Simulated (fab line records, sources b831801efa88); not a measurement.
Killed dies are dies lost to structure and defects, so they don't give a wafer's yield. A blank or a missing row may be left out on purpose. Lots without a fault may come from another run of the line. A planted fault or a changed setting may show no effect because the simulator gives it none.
Which tool did it? | flow sky130 | 14 lots, 42 wafers sampled, at 6 steps of a route of 708

WHAT THE GAUGES READ, wafer by wafer
SKY_RES_PROTECT_TW_MEAS_08. Usual: POLY_GATE_TW 4049, standard deviation 34.
lot  | measured     | on            | POLY_GATE_TW   | flag
L520 | day 15 03:24 | film_metro-03 | 4073 4069 4090 |
L521 | day 15 11:29 | film_metro-03 | 4061 4069 4020 |
L524 | day 16 14:23 | film_metro-01 | 4018 4004 4014 |
L526 | day 17 10:18 | film_metro-01 | 4039 4043 4057 |
L527 | day 17 15:08 | film_metro-04 | 4074 4083 4052 |
L528 | day 18 08:56 | film_metro-01 | 4032 4042 4024 |
L529 | day 18 14:56 | film_metro-04 | 4084 4066 4074 |
L530 | day 19 05:47 | film_metro-04 | 4087 4107 4087 |
L531 | day 19 15:14 | film_metro-04 | 4086 4095 4084 |
L532 | day 19 22:59 | film_metro-03 | 4070 4074 4045 |
L540 | day 22 06:11 | film_metro-04 | 4085 4107 4107 |
L541 | day 22 21:54 | film_metro-01 | 4030 4035 4024 |
L542 | day 23 01:47 | film_metro-01 | 4038 4041 4013 |
L543 | day 23 18:35 | film_metro-01 | 4004 3998 4011 |

SKY_LDD_P_CD_MEAS_07: target cd 380 nm. Usual: cd_nm 380.0 nm, standard deviation 2.6.
lot  | measured     | on        | cd_nm (nm)        | flag
L520 | day 18 23:55 | cd_sem-01 | 381.7 377.6 380.3 |
L521 | day 19 08:26 | cd_sem-02 | 380.7 383.9 380.3 |
L524 | day 20 14:41 | cd_sem-01 | 381.1 382.3 382.2 |
L526 | day 21 12:50 | cd_sem-01 | 379.5 379.6 378.9 |
L527 | day 21 17:17 | cd_sem-02 | 380.9 380.1 379.8 |
L528 | day 22 08:20 | cd_sem-01 | 376.9 379.5 380.3 |
L529 | day 22 20:59 | cd_sem-02 | 377.3 376.9 379.0 |
L530 | day 23 09:37 | cd_sem-01 | 376.4 375.9 375.7 |
L531 | day 23 19:56 | cd_sem-01 | 384.1 382.4 386.8 |
L532 | day 24 00:38 | cd_sem-01 | 383.5 382.0 383.6 |
L540 | day 26 05:59 | cd_sem-02 | 378.5 380.3 378.8 |
L541 | day 26 19:40 | cd_sem-01 | 379.2 378.3 378.3 |
L542 | day 26 23:48 | cd_sem-02 | 384.3 384.6 385.1 |
L543 | day 27 15:14 | cd_sem-02 | 378.1 378.0 378.0 |

SKY_LDD_HVN_OVL_MEAS_07. Usual: LDD_HVN_OVL -0.9 nm, standard deviation 1.1.
lot  | measured     | on         | LDD_HVN_OVL (nm) | flag
L520 | day 20 06:50 | overlay-01 | -2.5 -2.4 -2.4   |
L521 | day 20 15:59 | overlay-02 | -1.8 -2.4 -1.7   |
L524 | day 21 21:02 | overlay-02 | -1.4 -0.6 -1.2   |
L526 | day 22 19:14 | overlay-01 | -0.6 0.2 -1.1    |
L527 | day 23 00:08 | overlay-02 | -0.8 -0.3 0.1    |
L528 | day 23 15:29 | overlay-02 | -1.6 -0.6 1.0    |
L529 | day 24 03:20 | overlay-01 | -0.9 -1.6 -2.2   |
L530 | day 24 15:47 | overlay-02 | -0.1 0.4 -1.5    |
L531 | day 25 01:56 | overlay-02 | 1.1 0.4 0.3      |
L532 | day 25 07:08 | overlay-02 | -0.1 -0.8 -1.1   |
L540 | day 27 11:20 | overlay-02 | -1.8 -1.9 0.2    |
L541 | day 28 00:59 | overlay-02 | -0.9 -0.8 -0.1   |
L542 | day 28 04:14 | overlay-02 | -2.5 -1.8 -2.0   |
L543 | day 28 19:20 | overlay-02 | -0.5 -2.5 -0.6   |

SKY_LDD_HVP_TW_MEAS_10. Usual: LDD_HVP_TW 458, standard deviation 4.4.
lot  | measured     | on            | LDD_HVP_TW  | flag
L520 | day 21 13:59 | film_metro-01 | 455 453 457 |
L521 | day 21 22:26 | film_metro-04 | 463 463 465 |
L524 | day 23 04:22 | film_metro-03 | 461 460 462 |
L526 | day 24 02:02 | film_metro-04 | 465 466 464 |
L527 | day 24 06:25 | film_metro-01 | 453 454 452 |
L528 | day 24 20:44 | film_metro-01 | 453 452 452 |
L529 | day 25 09:56 | film_metro-04 | 462 461 464 |
L530 | day 25 21:29 | film_metro-01 | 454 453 453 |
L531 | day 26 08:16 | film_metro-03 | 30 30 30    | OFF
L532 | day 26 13:20 | film_metro-03 | 30 30 30    | OFF
L540 | day 28 16:04 | film_metro-04 | 459 461 458 |
L541 | day 29 05:35 | film_metro-01 | 452 451 448 |
L542 | day 29 09:08 | film_metro-03 | 455 458 458 |
L543 | day 29 23:16 | film_metro-03 | 459 459 462 |

WHICH TOOL RAN EACH LOT (tool, then ch and the chambers of the sampled wafers, then the start)
lot  | SKY_LDD_HVN_STRIP_09                 | SKY_LDD_HVP_STRIP_09
L520 | plasma_asher-03 ch 0,1, day 20 07:01 | plasma_asher-02 ch 0,1, day 21 13:52
L521 | plasma_asher-04 ch 0,1, day 20 16:10 | plasma_asher-04 ch 0,1, day 21 22:20
L524 | plasma_asher-04 ch 0,1, day 21 21:14 | plasma_asher-02 ch 0,1, day 23 04:16
L526 | plasma_asher-04 ch 1, day 22 19:25   | plasma_asher-04 ch 0,1, day 24 01:56
L527 | plasma_asher-04 ch 0,1, day 23 00:19 | plasma_asher-02 ch 0,1, day 24 06:19
L528 | plasma_asher-03 ch 0,1, day 23 15:40 | plasma_asher-03 ch 0,1, day 24 20:38
L529 | plasma_asher-01 ch 0,1, day 24 03:31 | plasma_asher-03 ch 0,1, day 25 09:50
L530 | plasma_asher-01 ch 0,1, day 24 15:58 | plasma_asher-02 ch 0,1, day 25 21:23
L531 | plasma_asher-01 ch 0,1, day 25 02:07 | plasma_asher-03 ch 0,1, day 26 08:10
L532 | plasma_asher-01 ch 0,1, day 25 07:19 | plasma_asher-03 ch 0,1, day 26 13:14
L540 | plasma_asher-03 ch 0,1, day 27 11:31 | plasma_asher-02 ch 0,1, day 28 15:58
L541 | plasma_asher-03 ch 0,1, day 28 01:10 | plasma_asher-03 ch 1, day 29 05:28
L542 | plasma_asher-03 ch 0,1, day 28 04:25 | plasma_asher-03 ch 1, day 29 09:01
L543 | plasma_asher-01 ch 0,1, day 28 19:31 | plasma_asher-02 ch 0,1, day 29 23:10
- SKY_LDD_HVN_STRIP_09: strips in O2/N2.
- SKY_LDD_HVP_STRIP_09: strips in O2/N2.

WHAT THE TOOLS THEMSELVES READ (means of the sampled wafers that have a number; where no wafer has one, the mark that the record gives instead)
SKY_LDD_HVN_STRIP_09. Usual: chamber_pressure_mTorr 1500.0 mTorr, standard deviation 1.4; drypump_motor_current_A 5.4 A, standard deviation 0.37; oes_product_au 0.409 a.u., standard deviation 0.005; strip_time_to_endpoint_s 4.130 s, standard deviation 0.012.
lot  | tool            | chamber_pressure_mTorr (mTorr) | drypump_motor_current_A (A) | oes_product_au (a.u.) | strip_time_to_endpoint_s (s) | flag
L520 | plasma_asher-03 | 1499.9                         | 5.5                         | 0.408                 | 4.122                        |
L521 | plasma_asher-04 | 1500.2                         | 4.9                         | 0.405                 | 4.129                        |
L524 | plasma_asher-04 | 1500.4                         | 5.2                         | 0.408                 | 4.130                        |
L526 | plasma_asher-04 | 1499.8                         | 5.4                         | 0.411                 | 4.132                        |
L527 | plasma_asher-04 | 1500.4                         | 5.2                         | 0.408                 | 4.129                        |
L528 | plasma_asher-03 | 1499.5                         | 5.6                         | 0.410                 | 4.143                        |
L529 | plasma_asher-01 | 1499.2                         | 5.8                         | 0.408                 | 4.121                        |
L530 | plasma_asher-01 | 1500.9                         | 5.8                         | 0.403                 | 4.123                        |
L531 | plasma_asher-01 | -                              | -                           | -                     | -                            | OFF
L532 | plasma_asher-01 | -                              | -                           | -                     | -                            | OFF
L540 | plasma_asher-03 | 1499.2                         | 5.6                         | 0.409                 | 4.136                        |
L541 | plasma_asher-03 | 1500.6                         | 5.5                         | 0.412                 | 4.135                        |
L542 | plasma_asher-03 | 1499.5                         | 5.6                         | 0.411                 | 4.153                        |
L543 | plasma_asher-01 | 1500.1                         | 5.7                         | 0.403                 | 4.132                        |

SKY_LDD_HVP_STRIP_09. Usual: chamber_pressure_mTorr 1500.0 mTorr, standard deviation 1.4; drypump_motor_current_A 5.6 A, standard deviation 0.55; oes_product_au 0.408 a.u., standard deviation 0.0045; strip_time_to_endpoint_s 4.132 s, standard deviation 0.013.
lot  | tool            | chamber_pressure_mTorr (mTorr) | drypump_motor_current_A (A) | oes_product_au (a.u.) | strip_time_to_endpoint_s (s) | flag
L520 | plasma_asher-02 | 1500.9                         | 6.4                         | 0.404                 | 4.114                        |
L521 | plasma_asher-04 | 1499.7                         | 5.2                         | 0.405                 | 4.127                        |
L524 | plasma_asher-02 | 1500.2                         | 6.4                         | 0.407                 | 4.134                        |
L526 | plasma_asher-04 | 1499.3                         | 5.2                         | 0.409                 | 4.135                        |
L527 | plasma_asher-02 | 1499.0                         | 6.3                         | 0.406                 | 4.124                        |
L528 | plasma_asher-03 | 1500.3                         | 5.5                         | 0.409                 | 4.130                        |
L529 | plasma_asher-03 | 1500.6                         | 5.6                         | 0.411                 | 4.132                        |
L530 | plasma_asher-02 | 1499.4                         | 6.4                         | 0.410                 | 4.129                        |
L531 | plasma_asher-03 | 1500.5                         | 5.6                         | 0.608                 | 8.944                        | OFF
L532 | plasma_asher-03 | 1500.5                         | 5.6                         | 0.601                 | 8.936                        | OFF
L540 | plasma_asher-02 | 1500.0                         | 6.4                         | 0.407                 | 4.153                        |
L541 | plasma_asher-03 | 1498.4                         | 5.5                         | 0.405                 | 4.133                        |
L542 | plasma_asher-03 | 1500.9                         | 5.5                         | 0.404                 | 4.139                        |
L543 | plasma_asher-02 | 1499.7                         | 6.4                         | 0.406                 | 4.145                        |

THE ANSWER, worked out from the rows above alone
Rule: a lot is off if the mean of its wafers that have a number lies more than 3 standard deviations from the usual mean. A lot without any number at a reading at which 4 lots or more have one is off too. The other lots that the step has rows for count as sound. The gauges are gone through in route order, then the tools' own readings, and for those a lot's mean is taken as printed above. The first step at which some lot is off is used, and at that step the reading that is off furthest; a lot without a number counts as furthest.
Off: L531, L532, at SKY_LDD_HVP_TW_MEAS_10 (LDD_HVP_TW).
A tool fits if, at a process step before that reading, it ran every lot that is off, and no sound lot after the first of them. The gauges at SKY_LDD_HVP_TW_MEAS_10 aren't tried: what is off there is off at SKY_LDD_HVN_STRIP_09 too, on other tools, and a gauge's error can't cause that. None of those tried fits.

WHAT THE SIMULATOR HAD PUT IN
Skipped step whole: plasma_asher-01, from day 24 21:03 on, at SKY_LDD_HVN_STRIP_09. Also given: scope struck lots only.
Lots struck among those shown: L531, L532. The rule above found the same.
